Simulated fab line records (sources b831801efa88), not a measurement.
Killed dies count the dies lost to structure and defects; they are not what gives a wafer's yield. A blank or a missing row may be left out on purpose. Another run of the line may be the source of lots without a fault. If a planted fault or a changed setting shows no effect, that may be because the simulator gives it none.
2 desks, one fault || flow gf180mcu || each desk has only its own numbers; what lay behind them comes last

TOOL OWNER'S DESK, pecvd-03
The tool's own readings at GF_V5_CVD_02 (deposits SiO2 from TEOS, target thk 1450 nm, time 163.28 s): means of the sampled wafers that have a number, for each lot that ran on this tool. If a lot's mean is further than 4 standard deviations from the usual mean, the lot is out of limits and carries the mark OUT (the distance appears in the brackets).
Columns: A = heater-power-w at GF_V5_CVD_02, usual 637 W; B = rf-fwd-power-W at GF_V5_CVD_02, usual 596.9 W
{"lot": "L592", "first seen here": "day 26 13:27", "A": 663, "B": 597.7}
{"lot": "L595", "first seen here": "day 27 06:55", "A": 671, "B": 598.0}
{"lot": "L599", "first seen here": "day 28 16:50", "A": 582, "B": 599.2}
{"lot": "L607", "first seen here": "day 31 01:28", "A": 616, "B": 597.3}
{"lot": "L609", "first seen here": "day 31 10:23", "A": 590, "B": 594.7}
{"lot": "L610", "first seen here": "day 31 17:36", "A": 670, "B": 598.4}
{"lot": "L611", "first seen here": "day 31 21:40", "A": 638, "B": 596.0}
{"lot": "L612", "first seen here": "day 32 04:32", "A": 641, "B": 596.5}
{"lot": "L613", "first seen here": "day 32 10:44", "A": 554, "B": 595.9}
This desk found nothing out of limits on any of the 9 lots.

THE METROLOGY DESK
What the gauges read for every lot (on any tool): the sampled wafers with a number, averaged. If a lot's mean is further than 4 standard deviations from the usual mean, the lot is out of limits and carries the mark OUT (the distance appears in the brackets).
Columns: A = V5_CVD_02_THK at GF_V5_THK_MEAS_03, usual 1446 nm
{"lot": "L592", "first seen here": "day 26 13:35", "A": 1457}
{"lot": "L593", "first seen here": "day 26 15:46", "A": 1440}
{"lot": "L595", "first seen here": "day 27 07:01", "A": "1739 (+17) OUT"}
{"lot": "L597", "first seen here": "day 27 22:45", "A": 1446}
{"lot": "L599", "first seen here": "day 28 16:58", "A": "1727 (+17) OUT"}
{"lot": "L605", "first seen here": "day 30 08:07", "A": 1449}
{"lot": "L607", "first seen here": "day 31 01:35", "A": 1455}
{"lot": "L609", "first seen here": "day 31 10:30", "A": 1450}
{"lot": "L610", "first seen here": "day 31 17:43", "A": 1443}
{"lot": "L611", "first seen here": "day 31 21:46", "A": 1462}
{"lot": "L612", "first seen here": "day 32 04:38", "A": 1430}
{"lot": "L613", "first seen here": "day 32 10:50", "A": 1438}
Per this desk, out of limits: L595, L599; the first was L595, day 27 07:01 (V5_CVD_02_THK at GF_V5_THK_MEAS_03). L592, L593, L597, L605, L607, L609, L610, L611, L612, L613: within limits.

TAKEN TOGETHER
Metrology desk: alarm possible at day 27 07:01 on L595, L599.
Nothing out of limits was seen by the tool owner's desk.
Tool owner's desk: L595, L599 on record, inside its limits.
Of the lots named, all ran GF_V5_CVD_02 on pecvd-03.

WHAT WAS PUT IN BY THE SIMULATOR
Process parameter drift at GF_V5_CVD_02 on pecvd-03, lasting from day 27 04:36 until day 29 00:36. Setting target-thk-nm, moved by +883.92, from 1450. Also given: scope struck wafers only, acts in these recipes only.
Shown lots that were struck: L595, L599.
Per desk, hours elapsed from the start of the fault to the first reading out of limits: for the metrology desk, 2.
